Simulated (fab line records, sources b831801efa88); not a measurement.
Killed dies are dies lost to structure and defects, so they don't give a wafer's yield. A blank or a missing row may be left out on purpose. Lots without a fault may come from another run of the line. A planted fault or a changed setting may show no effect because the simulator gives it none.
fab line records | flow sky130
record lots=12 wafers=36 last_day=50
route steps=708 shown METAL5@661 PASSIVATION@692 PAD_OPEN@701
lots that met no fault: from a run of the same line without faults
start_h: hours from the record's first day to the start of the lot's first wafer shown | wait_h: hours since the lot's step before | " the same as in the row above | L1.1+2: a row that stands for several wafers | - no value, or no start given | * or withheld: withheld | < > ~ a bound
route shown NAME@n: a module of which the file shows steps, and the number in the route of the first | usual: mean/standard deviation of fault-free wafers | same: alike in all rows | chamber/n: place in a boat | sites: the reading at each site | _std_site: their standard deviation | _edge_site: outer sites' mean less inner sites' | radius_mm: how far each site lies from the wafer's centre | mask NAME#n: copy n | behind: the tool/chamber that last shaped the wafer | hold: why the lot was held/for how many hours/how that ended | device: the transistor (n, p or np) that didn't switch | end of line: the same wafers' tests at the end of the route | a step without rows: its recipe alone | killed: dies lost to structure and defects at the first sort, not the wafer's yield | map: a wafer's dies, x killed, . not, _ none there
set.NAME: the setting as run; set.NAME@STEP: as run at that earlier step | model.NAME: the simulator's own value behind a step, which no gauge read
steps of the route over a sample of lots; a table a step, a row a wafer
services: from which hour (start_h, from the record's first day; less than 0 if before it) a tool's chamber was out of use, for how many hours, and why
## steps
# step SKY_METAL5_SPUTTER_00
# recipe material=Ti target_thk_nm=15 power_w=3000 time_s=10 chamber_pressure_pa=0.4
# usual throttle_valve_pct=30.0/1.2
# columns lot.wafer tool chamber start_h wait_h throttle_valve_pct
L663.1 pvd_sputter-03 - 1013.56 0.2 28.1
L663.4 " - " " 31.5
L663.6 " - " " 31.2
L664.1 pvd_sputter-04 - 1025.45 0.1 29.6
L664.2 " - " " 29.9
L664.5 " - " " 29.9
L666.1 pvd_sputter-04 - 1034.63 0.1 29.8
L666.2 " - " " 29.7
L666.6 " - " " 29.8
L670.4 pvd_sputter-03 - 1064.83 0.1 28.3
L670.5 " - " " 31.6
L670.6 " - " " 31.3
L671.2 pvd_sputter-04 - 1069.58 0.1 30.9
L671.4 " - " " 30.6
L671.6 " - " " 30.2
L672.1 pvd_sputter-03 - 1074.03 0.1 31.6
L672.3 " - " " 31.1
L672.5 " - " " 31.7
L674.2 pvd_sputter-04 - 1086.90 0.1 29.7
L674.4 " - " " 30.5
L674.5 " - " " 29.9
L675.4 pvd_sputter-01 - 1093.60 0.1 30.0
L675.5 " - " " 29.4
L675.6 " - " " 29.9
L676.1 pvd_sputter-04 - 1096.87 0.1 29.5
L676.3 " - " " 30.7
L676.6 " - " " 29.6
L683.1 pvd_sputter-01 - 1141.30 0.1 28.9
L683.4 " - " " 29.8
L683.6 " - " " 29.1
L684.1 pvd_sputter-03 - 1150.85 0.2 31.1
L684.5 " - " " 28.0
L684.6 " - " " 31.7
L685.3 pvd_sputter-01 - 1155.15 0.1 26.8
L685.4 " - " " 29.0
L685.5 " - " " 30.1
# step SKY_METAL5_THK_MEAS_06
# recipe thk_meas_gauge=xrf reads=AlCu_of_METAL5_SPUTTER_02
# usual METAL5_ALCU_THK=1148/15
# columns lot.wafer tool chamber start_h wait_h METAL5_ALCU_THK[nm]
L663.1 film_metro-03 - 1013.84 0.1 1153
L663.4 " - " " 1132
L663.6 " - " " 1152
L664.1 film_metro-03 - 1025.73 0.1 1150
L664.2 " - " " 1161
L664.5 " - " " 1152
L666.1 film_metro-01 - 1034.92 0.1 1156
L666.2 " - " " 1155
L666.6 " - " " 1143
L670.4 film_metro-04 - 1065.15 0.1 1163
L670.5 " - " " 1155
L670.6 " - " " 1189
L671.2 film_metro-04 - 1069.87 0.1 1164
L671.4 " - " " 1171
L671.6 " - " " 1159
L672.1 film_metro-04 - 1074.31 0.1 1143
L672.3 " - " " 1148
L672.5 " - " " 1140
L674.2 film_metro-04 - 1087.20 0.1 1136
L674.4 " - " " 1153
L674.5 " - " " 1143
L675.4 film_metro-04 - 1093.92 0.1 1159
L675.5 " - " " 1131
L675.6 " - " " 1162
L676.1 film_metro-01 - 1097.16 0.1 1154
L676.3 " - " " 1156
L676.6 " - " " 1151
L683.1 film_metro-03 - 1141.58 0.1 1135
L683.4 " - " " 1149
L683.6 " - " " 1155
L684.1 film_metro-01 - 1151.14 0.1 1137
L684.5 " - " " 1130
L684.6 " - " " 1137
L685.3 film_metro-03 - 1155.46 0.1 1127
L685.4 " - " " 1138
L685.5 " - " " 1139
# step SKY_PASSIVATION_ETCH_11
# recipe chemistry=CF4/O2 target_depth_nm=725 stop_on=AlCu source_w=800 bias_w=150 pressure_mtorr=150 cf4_flow_sccm=80 O2_flow_sccm=10 time_s=161.1
# usual drypump_motor_current_A=5.8/0.56 oes_product_au=0.975/0.008 rf_fwd_power_W=796.9/2.6 throttle_valve_pct=5.964/0.0093
# columns lot.wafer tool chamber start_h wait_h drypump_motor_current_A oes_product_au rf_fwd_power_W rf_hours_counter_h throttle_valve_pct
L663.1 rie_diel-01 0 1058.99 - 6.2 0.959 803.4 27 5.955
L663.4 " 1 " " 6.5 0.984 796.7 28 5.964
L663.6 " 3 " " 5.4 0.969 791.4 - 5.962
L664.1 rie_diel-02 0 1070.20 - 6.2 0.977 799.7 11 5.965
L664.2 " 2 " " 5.5 0.959 791.1 17 5.950
L664.5 " 2 " " 5.5 0.975 798.7 - 5.963
L666.1 rie_diel-01 2 1079.24 - 5.8 0.975 797.0 25 5.962
L666.2 " 0 " " 6.2 0.960 797.6 28 5.958
L666.6 " 2 " " 5.8 0.982 798.5 - 5.962
L670.4 rie_diel-02 2 1107.65 - 5.4 0.986 792.7 19 5.956
L670.5 " 0 " " 6.2 0.980 801.3 - 5.958
L670.6 " 3 " " 6.7 0.982 799.7 - 5.990
L671.2 rie_diel-04 2 1111.54 - 5.9 0.964 795.5 7 5.964
L671.4 " 3 " " 5.2 0.959 791.9 - 5.955
L671.6 " 0 " " 6.1 0.975 796.8 - 5.958
L672.1 rie_diel-02 0 1115.39 - 6.2 0.981 800.0 13 5.970
L672.3 " 3 " " 6.6 0.983 800.2 15 5.963
L672.5 " 3 " " 6.6 0.979 798.7 - 5.960
L674.2 rie_diel-04 0 1129.34 - 6.1 0.980 799.7 20 5.971
L674.4 " 3 " " 5.2 0.978 798.8 18 5.978
L674.5 " 1 " " 5.0 0.980 797.6 - 5.956
L675.4 rie_diel-01 1 1133.94 - 6.5 0.988 797.1 - 5.946
L675.5 " 3 " " 5.4 0.982 796.6 - 5.978
L675.6 " 2 " " 5.8 0.990 794.3 - 5.966
L676.1 rie_diel-01 1 1137.15 - 6.5 0.970 795.5 0 5.963
L676.3 " 3 " " 5.4 0.975 794.5 12 5.962
L676.6 " 2 " " 5.8 0.983 796.9 - 5.974
L683.1 rie_diel-01 1 1176.80 - 6.5 0.970 798.6 2 5.953
L683.4 " 2 " " 5.9 0.979 795.5 30 5.966
L683.6 " 1 " " 6.5 0.979 796.6 - 5.967
L684.1 rie_diel-04 1 1186.25 - 5.0 0.975 796.9 2 5.959
L684.5 " 1 " " 5.0 0.970 794.6 - 5.956
L684.6 " 2 " " 5.9 0.975 796.2 - 5.955
L685.3 rie_diel-01 2 1189.20 - 5.9 0.988 793.4 30 5.983
L685.4 " 3 " " 5.4 0.976 795.9 14 5.971
L685.5 " 0 " " 6.2 0.984 798.1 - 5.965
# step SKY_PAD_OPEN_ETCH_07
# recipe chemistry=CF4/O2 target_depth_nm=725 stop_on=AlCu source_w=800 bias_w=150 pressure_mtorr=150 cf4_flow_sccm=80 O2_flow_sccm=10 time_s=161.1
# usual drypump_motor_current_A=6.0/0.52 oes_product_au=0.976/0.0089 rf_fwd_power_W=796.8/2.4 throttle_valve_pct=5.964/0.0086
# columns lot.wafer tool chamber start_h wait_h drypump_motor_current_A oes_product_au rf_fwd_power_W rf_hours_counter_h throttle_valve_pct
L663.1 rie_diel-02 3 1080.53 - 6.6 0.957 794.8 14 5.964
L663.4 " 1 " " 4.8 0.975 797.8 23 5.955
L663.6 " 2 " " 5.4 0.974 794.7 - 5.971
L664.1 rie_diel-03 0 1091.34 - 5.7 0.972 794.7 17 5.975
L664.2 " 1 " " 6.7 0.968 791.4 14 5.965
L664.5 " 2 " " 5.7 0.987 798.6 - 5.962
L666.1 rie_diel-03 1 1101.24 - 6.7 0.968 796.2 14 5.959
L666.2 " 2 " " 5.7 0.962 793.6 12 5.964
L666.6 " 3 " " 6.4 0.983 795.5 - 5.968
L670.4 rie_diel-03 2 1127.43 - 5.8 0.986 800.1 13 5.960
L670.5 " 0 " " 5.7 0.981 794.3 - 5.954
L670.6 " 1 " " 6.7 0.978 796.4 - 5.972
L671.2 rie_diel-01 3 1130.98 - 5.4 0.964 796.0 11 5.961
L671.4 " 1 " " 6.5 0.972 795.9 - 5.986
L671.6 " 2 " " 5.9 0.987 796.7 - 5.968
L672.1 rie_diel-01 1 1134.84 - 6.5 0.981 798.5 0 5.980
L672.3 " 2 " " 5.9 0.979 797.4 28 5.965
L672.5 " 1 " " 6.5 0.981 799.6 - 5.957
L674.2 rie_diel-01 2 1148.59 - 5.9 0.976 796.7 29 5.951
L674.4 " 0 " " 6.2 0.983 798.5 0 5.946
L674.5 " 1 " " 6.5 0.987 798.5 - 5.979
L675.4 rie_diel-02 3 1152.39 - 6.6 0.983 797.1 16 5.966
L675.5 " 3 " " 6.6 0.984 796.4 - 5.979
L675.6 " 0 " " 6.2 0.978 799.6 - 5.951
L676.1 rie_diel-03 0 1154.99 - 5.7 0.965 795.4 19 5.960
L676.3 " 2 " " 5.7 0.976 793.7 13 5.963
L676.6 " 1 " " 6.6 0.982 795.7 - 5.967
L683.1 rie_diel-01 1 1192.83 - 6.5 0.958 923.2 3 5.968
L683.4 " 2 " " 5.8 0.983 797.6 30 5.967
L683.6 " 1 " " 6.5 0.972 920.7 - 5.967
L684.1 rie_diel-02 2 1201.69 - 5.4 0.958 793.3 23 5.964
L684.5 " 0 " " 6.2 0.966 798.4 - 5.963
L684.6 " 3 " " 6.6 0.984 796.9 - 5.978
L685.3 rie_diel-02 0 1204.14 - 6.2 0.979 794.8 16 5.953
L685.4 " 3 " " 6.6 0.981 796.7 18 5.967
L685.5 " 3 " " 6.6 0.989 796.3 - 5.966
# step SKY_PAD_OPEN_PROBE_99
# usual defect_limited_yield=82.5/2 killed_at_M0_to_M3=43/6.8 killed_at_M4_up=3.3/2.1 killed_at_contacts=24/5 killed_at_front_end=15/4.4 killed_at_other=0.3/0.57 killed_dies=86/9.7 killed_open=47/7.3 killed_short=39/6.1 sort_bin_3_pad_short=0.8/0.38 sort_bin_5_function=10.5/1.5 sort_bin_6_memory=6.2/1.1 sort_n_pass=406/9.7 sort_yield_pct=82.5/2
# same gross_dies=492 killed_at_back_side=0 sort_bin_4_leakage[%]=0 sort_bin_8_speed[%]=0
# columns lot.wafer tool chamber start_h wait_h defect_limited_yield[%] killed_at_M0_to_M3 killed_at_M4_up killed_at_contacts killed_at_front_end killed_at_other killed_dies killed_open killed_short sort_bin_3_pad_short[%] sort_bin_5_function[%] sort_bin_6_memory[%] sort_n_pass sort_yield_pct[%]
L663.1 prober-01 - 1082.90 0.1 85.0 41 2 22 8 1 74 31 43 0.4 10.2 4.5 418 85.0
L663.4 prober-01 - 1083.05 0.2 81.9 39 5 28 16 1 89 53 34 1.0 12.4 4.7 403 81.9
L663.6 prober-01 - 1083.15 0.2 83.7 35 4 30 11 0 80 47 33 1.0 9.1 6.1 412 83.7
L664.1 prober-02 - 1093.67 0.1 84.8 40 2 16 17 0 75 36 39 0.4 8.9 5.9 417 84.8
L664.2 prober-02 - 1093.72 0.1 81.7 54 3 22 11 0 90 42 48 0.2 11.2 6.9 402 81.7
L664.5 prober-02 - 1093.87 0.2 83.5 43 5 20 13 0 81 50 31 0.8 9.3 6.3 411 83.5
L666.1 prober-02 - 1103.59 0.1 82.7 43 1 22 19 0 85 41 43 1.0 9.1 7.1 407 82.7
L666.2 prober-02 - 1103.64 0.1 83.9 47 1 20 11 0 79 41 37 1.2 9.1 5.7 413 83.9
L666.6 prober-02 - 1103.84 0.2 82.3 38 7 29 13 0 87 39 48 1.2 10.2 6.3 405 82.3
L670.4 prober-02 - 1130.16 0.2 80.1 62 3 24 9 0 98 65 33 0.4 13.2 6.3 394 80.1
L670.5 prober-02 - 1130.21 0.2 83.9 44 0 21 14 0 79 41 34 1.4 9.6 5.1 413 83.9
L670.6 prober-02 - 1130.26 0.2 82.7 48 0 26 11 0 85 47 38 0.4 10.4 6.5 407 82.7
L671.2 prober-01 - 1133.60 0.1 81.5 50 2 22 17 0 91 53 38 0.8 12.0 5.7 401 81.5
L671.4 prober-01 - 1133.70 0.2 85.4 37 1 20 13 1 72 35 37 0.8 8.9 4.9 420 85.4
L671.6 prober-01 - 1133.80 0.2 87.0 28 2 14 20 0 64 37 27 0.8 7.3 4.9 428 87.0
L672.1 prober-02 - 1137.16 0.1 82.3 39 5 26 15 2 87 50 36 0.8 10.4 6.5 405 82.3
L672.3 prober-02 - 1137.26 0.2 80.3 49 0 32 16 0 97 61 36 1.2 10.8 7.7 395 80.3
L672.5 prober-02 - 1137.36 0.2 78.7 59 3 26 16 1 105 57 48 1.2 11.2 8.9 387 78.7
L674.2 prober-02 - 1151.00 0.1 87.0 33 1 18 12 0 64 35 29 0.4 6.3 6.3 428 87.0
L674.4 prober-02 - 1151.10 0.2 78.5 56 5 27 18 0 106 58 48 0.8 13.2 7.5 386 78.5
L674.5 prober-02 - 1151.15 0.2 82.7 42 1 22 18 2 85 46 39 0.6 10.2 6.5 407 82.7
L675.4 prober-01 - 1154.90 0.2 81.3 54 3 27 8 0 92 43 49 1.4 9.1 8.1 400 81.3
L675.5 prober-01 - 1154.95 0.2 81.7 32 3 35 20 0 90 45 45 1.4 9.1 7.7 402 81.7
L675.6 prober-01 - 1155.00 0.2 82.5 49 3 26 7 1 86 49 35 0.8 9.8 6.9 406 82.5
L676.1 prober-02 - 1157.32 0.1 81.9 39 3 30 17 0 89 38 50 0.8 9.8 7.5 403 81.9
L676.3 prober-02 - 1157.42 0.2 80.9 49 3 24 18 0 94 50 44 0.8 13.8 4.5 398 80.9
L676.6 prober-02 - 1157.57 0.2 81.1 47 3 25 18 0 93 50 42 0.8 10.6 7.5 399 81.1
L683.1 prober-01 - 1195.15 0.1 83.1 44 1 25 13 0 83 42 40 0.6 10.8 5.5 409 83.1
L683.4 prober-01 - 1195.30 0.2 83.5 43 8 20 10 0 81 47 32 0.8 9.6 6.1 411 83.5
L683.6 prober-01 - 1195.40 0.2 79.7 45 1 29 24 1 100 57 43 1.0 12.6 6.7 392 79.7
L684.1 prober-02 - 1204.03 0.1 81.1 41 6 27 19 0 93 58 35 1.0 10.8 7.1 399 81.1
L684.5 prober-02 - 1204.23 0.2 84.1 46 0 18 14 0 78 44 34 0.2 10.0 5.7 414 84.1
L684.6 prober-02 - 1204.28 0.2 79.9 58 5 20 16 0 99 49 50 1.0 12.6 6.5 393 79.9
L685.3 prober-01 - 1206.56 0.2 77.0 54 6 31 21 1 113 71 41 1.8 13.0 8.1 379 77.0
L685.4 prober-01 - 1206.61 0.2 80.9 46 2 22 24 0 94 50 44 1.0 11.2 6.9 398 80.9
L685.5 prober-01 - 1206.66 0.2 80.9 36 3 39 15 1 94 51 42 1.2 12.0 5.9 398 80.9
# killed by level:class
L663.1 CONTACT:geometric_particle:open=9 VIA3:geometric_particle:open=9 METAL1:geometric_particle:short=7 METAL2:geometric_particle:short=6 VIA1:geometric_particle:short=5 VIA1:geometric_particle:open=5 VIA3:geometric_particle:short=4 FIELD_ISO:geometric_particle:short=3
L663.4 VIA1:geometric_particle:open=13 CONTACT:geometric_particle:open=9 VIA2:geometric_particle:open=8 LI_CONTACT:geometric_particle:open=7 SPACER:geometric_particle:open=5 METAL1:geometric_particle:short=5 METAL4:geometric_particle:short=5 CONTACT:geometric_particle:short=4
L663.6 CONTACT:geometric_particle:open=10 LI_CONTACT:geometric_particle:open=8 VIA1:geometric_particle:open=7 CONTACT:geometric_particle:short=6 VIA3:geometric_particle:open=5 METAL2:geometric_particle:short=4 VIA2:geometric_particle:open=4 FIELD_ISO:geometric_particle:short=3
L664.1 METAL1:geometric_particle:short=9 VIA3:geometric_particle:open=6 FIELD_ISO:geometric_particle:open=5 FIELD_ISO:geometric_particle:short=5 LI_CONTACT:geometric_particle:open=5 VIA1:geometric_particle:open=5 METAL2:geometric_particle:short=5 LOCAL_INTERCONNECT:geometric_particle:short=4
L664.2 VIA1:geometric_particle:open=14 METAL1:geometric_particle:short=9 LOCAL_INTERCONNECT:geometric_particle:short=7 CONTACT:geometric_particle:open=7 VIA1:geometric_particle:short=5 METAL2:geometric_particle:short=5 VIA2:geometric_particle:open=5 FIELD_ISO:geometric_particle:short=4
L664.5 VIA1:geometric_particle:open=13 CONTACT:geometric_particle:open=9 POLY_GATE:geometric_particle:open=6 VIA3:geometric_particle:open=6 LOCAL_INTERCONNECT:geometric_particle:short=5 METAL1:geometric_particle:short=5 VIA2:geometric_particle:open=5 METAL4:geometric_particle:short=3
L666.1 VIA3:geometric_particle:open=11 CONTACT:geometric_particle:open=8 LI_CONTACT:geometric_particle:open=5 CONTACT:geometric_particle:short=5 METAL1:geometric_particle:short=5 VIA1:geometric_particle:short=5 METAL3:geometric_particle:short=5 POLY_GATE:geometric_particle:open=4
L666.2 VIA1:geometric_particle:open=12 METAL1:geometric_particle:short=6 VIA2:geometric_particle:open=6 VIA3:geometric_particle:open=6 CONTACT:geometric_particle:open=5 LI_CONTACT:geometric_particle:open=5 LOCAL_INTERCONNECT:geometric_particle:short=5 VIA3:geometric_particle:short=5
L666.6 CONTACT:geometric_particle:open=13 CONTACT:geometric_particle:short=7 VIA1:geometric_particle:open=7 VIA2:geometric_particle:open=7 VIA3:geometric_particle:short=7 FIELD_ISO:geometric_particle:short=5 METAL4:geometric_particle:short=5 POLY_GATE:geometric_particle:short=4
L670.4 VIA2:geometric_particle:open=15 VIA1:geometric_particle:open=11 LI_CONTACT:geometric_particle:open=8 VIA3:geometric_particle:open=8 CONTACT:geometric_particle:open=7 METAL1:geometric_particle:short=7 CONTACT:geometric_particle:short=5 METAL2:geometric_particle:short=5
L670.5 VIA1:geometric_particle:open=12 VIA2:geometric_particle:open=12 CONTACT:geometric_particle:open=7 LOCAL_INTERCONNECT:geometric_particle:short=5 CONTACT:geometric_particle:short=5 VIA2:geometric_particle:short=5 METAL1:geometric_particle:short=4 POLY_GATE:area_etch=4
L670.6 METAL1:geometric_particle:short=11 VIA2:geometric_particle:open=11 CONTACT:geometric_particle:open=8 VIA1:geometric_particle:open=8 LOCAL_INTERCONNECT:geometric_particle:short=7 FIELD_ISO:geometric_particle:open=6 LI_CONTACT:geometric_particle:open=5 METAL2:geometric_particle:short=5
L671.2 VIA2:geometric_particle:open=12 LI_CONTACT:geometric_particle:open=10 VIA1:geometric_particle:open=8 VIA1:geometric_particle:short=6 FIELD_ISO:geometric_particle:short=5 CONTACT:geometric_particle:open=5 CONTACT:geometric_particle:short=5 METAL1:geometric_particle:short=5
L671.4 LI_CONTACT:geometric_particle:short=6 METAL1:geometric_particle:short=6 POLY_GATE:geometric_particle:open=5 LOCAL_INTERCONNECT:geometric_particle:short=5 VIA3:geometric_particle:open=5 VIA1:geometric_particle:open=4 LI_CONTACT:geometric_particle:open=4 METAL2:geometric_particle:open=4
L671.6 POLY_GATE:geometric_particle:open=7 CONTACT:geometric_particle:open=6 VIA1:geometric_particle:open=5 FIELD_ISO:geometric_particle:short=4 METAL1:geometric_particle:short=4 VIA2:geometric_particle:open=4 VIA3:geometric_particle:open=4 POLY_GATE:geometric_particle:short=3
L672.1 LI_CONTACT:geometric_particle:open=11 CONTACT:geometric_particle:open=8 METAL2:geometric_particle:short=7 VIA2:geometric_particle:open=7 VIA1:geometric_particle:open=6 FIELD_ISO:geometric_particle:open=5 VIA1:geometric_particle:short=4 FIELD_ISO:geometric_particle:short=4
L672.3 LI_CONTACT:geometric_particle:open=12 CONTACT:geometric_particle:open=9 METAL2:geometric_particle:short=9 VIA3:geometric_particle:open=8 VIA2:geometric_particle:open=8 VIA1:geometric_particle:open=7 FIELD_ISO:geometric_particle:open=5 VIA2:geometric_particle:short=4
L672.5 VIA1:geometric_particle:open=12 CONTACT:geometric_particle:open=9 VIA3:geometric_particle:open=9 FIELD_ISO:geometric_particle:open=6 METAL3:geometric_particle:short=6 VIA2:geometric_particle:short=6 METAL2:geometric_particle:open=6 METAL2:geometric_particle:short=6
L674.2 VIA1:geometric_particle:open=8 LI_CONTACT:geometric_particle:open=7 CONTACT:geometric_particle:short=7 VIA3:geometric_particle:short=5 VIA3:geometric_particle:open=4 POLY_GATE:geometric_particle:open=3 POLY_GATE:geometric_particle:short=3 VIA2:geometric_particle:open=3
L674.4 CONTACT:geometric_particle:open=12 METAL2:geometric_particle:short=12 VIA1:geometric_particle:open=10 LI_CONTACT:geometric_particle:open=8 VIA2:geometric_particle:open=7 METAL3:geometric_particle:short=7 POLY_GATE:geometric_particle:open=6 VIA1:geometric_particle:short=6
L674.5 VIA1:geometric_particle:open=10 CONTACT:geometric_particle:open=8 POLY_GATE:geometric_particle:short=7 VIA2:geometric_particle:open=7 FIELD_ISO:geometric_particle:open=6 LI_CONTACT:geometric_particle:open=5 VIA1:geometric_particle:short=5 VIA2:geometric_particle:short=5
L675.4 METAL2:geometric_particle:short=10 METAL1:geometric_particle:short=9 VIA2:geometric_particle:open=7 LI_CONTACT:geometric_particle:open=6 VIA1:geometric_particle:open=6 LOCAL_INTERCONNECT:geometric_particle:short=5 LOCAL_INTERCONNECT:geometric_particle:open=5 METAL1:geometric_particle:open=5
L675.5 LOCAL_INTERCONNECT:geometric_particle:short=10 CONTACT:geometric_particle:open=8 LI_CONTACT:geometric_particle:open=8 VIA1:geometric_particle:open=7 FIELD_ISO:geometric_particle:open=6 POLY_GATE:geometric_particle:open=6 VIA1:geometric_particle:short=5 CONTACT:geometric_particle:short=5
L675.6 VIA3:geometric_particle:open=12 LI_CONTACT:geometric_particle:open=9 VIA2:geometric_particle:open=9 LOCAL_INTERCONNECT:geometric_particle:short=6 METAL1:geometric_particle:short=6 CONTACT:geometric_particle:open=5 CONTACT:geometric_particle:short=4 VIA3:geometric_particle:short=4
L676.1 CONTACT:geometric_particle:open=10 CONTACT:geometric_particle:short=9 METAL2:geometric_particle:short=7 FIELD_ISO:geometric_particle:short=6 VIA1:geometric_particle:short=6 VIA3:geometric_particle:open=6 LI_CONTACT:geometric_particle:open=5 METAL1:geometric_particle:short=5
L676.3 VIA1:geometric_particle:open=14 CONTACT:geometric_particle:open=9 CONTACT:geometric_particle:short=7 VIA2:geometric_particle:open=7 VIA3:geometric_particle:open=6 METAL1:geometric_particle:short=5 METAL2:geometric_particle:short=5 POLY_GATE:geometric_particle:short=4
L676.6 CONTACT:geometric_particle:open=14 VIA2:geometric_particle:open=9 VIA1:geometric_particle:open=8 METAL2:geometric_particle:short=6 VIA2:geometric_particle:short=6 CONTACT:geometric_particle:short=5 VIA3:geometric_particle:open=5 POLY_GATE:geometric_particle:open=4
L683.1 CONTACT:geometric_particle:open=8 VIA2:geometric_particle:open=8 METAL2:geometric_particle:short=7 METAL1:geometric_particle:short=6 LOCAL_INTERCONNECT:geometric_particle:short=6 VIA1:geometric_particle:open=6 POLY_GATE:geometric_particle:open=5 LI_CONTACT:geometric_particle:open=5
L683.4 VIA1:geometric_particle:open=12 CONTACT:geometric_particle:open=11 METAL4:geometric_particle:short=6 VIA3:geometric_particle:open=6 METAL1:geometric_particle:short=4 VIA2:geometric_particle:open=4 METAL2:geometric_particle:open=3 POLY_GATE:geometric_particle:short=3
L683.6 CONTACT:geometric_particle:open=10 VIA1:geometric_particle:open=10 METAL3:geometric_particle:short=8 VIA3:geometric_particle:open=7 FIELD_ISO:geometric_particle:open=6 CONTACT:geometric_particle:short=6 POLY_GATE:geometric_particle:open=5 LI_CONTACT:geometric_particle:open=5
L684.1 CONTACT:geometric_particle:open=10 VIA2:geometric_particle:open=10 VIA1:geometric_particle:open=10 LI_CONTACT:geometric_particle:open=8 VIA3:geometric_particle:open=6 METAL4:geometric_particle:short=6 FIELD_ISO:geometric_particle:open=4 POLY_GATE:geometric_particle:open=4
L684.5 VIA3:geometric_particle:open=10 VIA2:geometric_particle:open=9 VIA1:geometric_particle:open=9 LI_CONTACT:geometric_particle:open=6 LOCAL_INTERCONNECT:geometric_particle:short=5 VIA1:geometric_particle:short=5 POLY_GATE:geometric_particle:open=4 METAL1:geometric_particle:short=4
L684.6 VIA1:geometric_particle:open=11 CONTACT:geometric_particle:open=9 METAL1:geometric_particle:short=9 VIA3:geometric_particle:open=9 VIA2:geometric_particle:open=7 VIA1:geometric_particle:short=6 METAL3:geometric_particle:short=5 FIELD_ISO:geometric_particle:open=4
L685.3 VIA1:geometric_particle:open=14 LI_CONTACT:geometric_particle:open=12 CONTACT:geometric_particle:open=11 VIA2:geometric_particle:open=10 VIA3:geometric_particle:open=7 METAL1:geometric_particle:short=7 FIELD_ISO:geometric_particle:short=6 POLY_GATE:geometric_particle:short=6
L685.4 VIA1:geometric_particle:open=9 CONTACT:geometric_particle:open=7 POLY_GATE:geometric_particle:open=7 LI_CONTACT:geometric_particle:open=6 METAL1:geometric_particle:short=6 METAL2:geometric_particle:short=6 FIELD_ISO:geometric_particle:short=5 VIA1:geometric_particle:short=5
L685.5 CONTACT:geometric_particle:open=16 CONTACT:geometric_particle:short=10 VIA2:geometric_particle:open=7 VIA1:geometric_particle:open=6 VIA2:geometric_particle:short=6 LI_CONTACT:geometric_particle:open=5 VIA3:geometric_particle:short=5 POLY_GATE:geometric_particle:open=4
## services
# columns tool chamber start_h hours kind
pvd_sputter-04 - 1001.84 2.2 repair
rie_diel-02 0 1007.09 5.9 repair
rie_diel-04 2 1010.64 4.4 repair
rie_diel-04 3 1030.88 9.3 repair
rie_diel-02 0 1039.17 5.5 repair
rie_diel-02 3 1066.37 9.1 repair
rie_diel-04 - 1073.34 28.1 pm
rie_diel-03 - 1073.37 2.8 pm
pvd_sputter-01 - 1098.03 2.3 repair
rie_diel-04 1 1101.44 - clean
rie_diel-04 1 1101.44 25.1 scheduled_down
rie_diel-01 1 1103.07 - clean
rie_diel-01 1 1103.07 26.5 scheduled_down
rie_diel-01 1 1103.07 26.5 vent_cycle
rie_diel-04 - 1112.32 0.4 repair
rie_diel-04 0 1112.84 15.1 repair
rie_diel-01 0 1129.60 - clean
rie_diel-01 0 1129.60 16.9 scheduled_down
rie_diel-01 0 1129.60 16.9 vent_cycle
pvd_sputter-04 - 1158.40 1.1 repair
pvd_sputter-03 - 1159.52 1.6 repair
pvd_sputter-01 - 1182.33 2.3 repair
rie_diel-04 0 1182.99 16.5 repair
rie_diel-04 1 1196.92 5.4 repair
## key
first_sign step=SKY_PAD_OPEN_ETCH_07 reading=rf_fwd_power_W direction=up sigmas=53 usual=796.8 struck=922.0
effect none on later readings
met_at SKY_PAD_OPEN_ETCH_07
struck_lots L683
struck_wafers L683.1,L683.6
not_acting_at SKY_METAL5_SPUTTER_00,SKY_METAL5_THK_MEAS_06,SKY_PASSIVATION_ETCH_11
onset_between 1148.59 1192.83
fault kind=process_parameter_drift tool=rie_diel-01 chamber=1 onset_h=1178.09 steps=SKY_PAD_OPEN_ETCH_07 channel=source_w offset=128 shape=step end_h=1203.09 acts_in=these_recipes_only stated=800
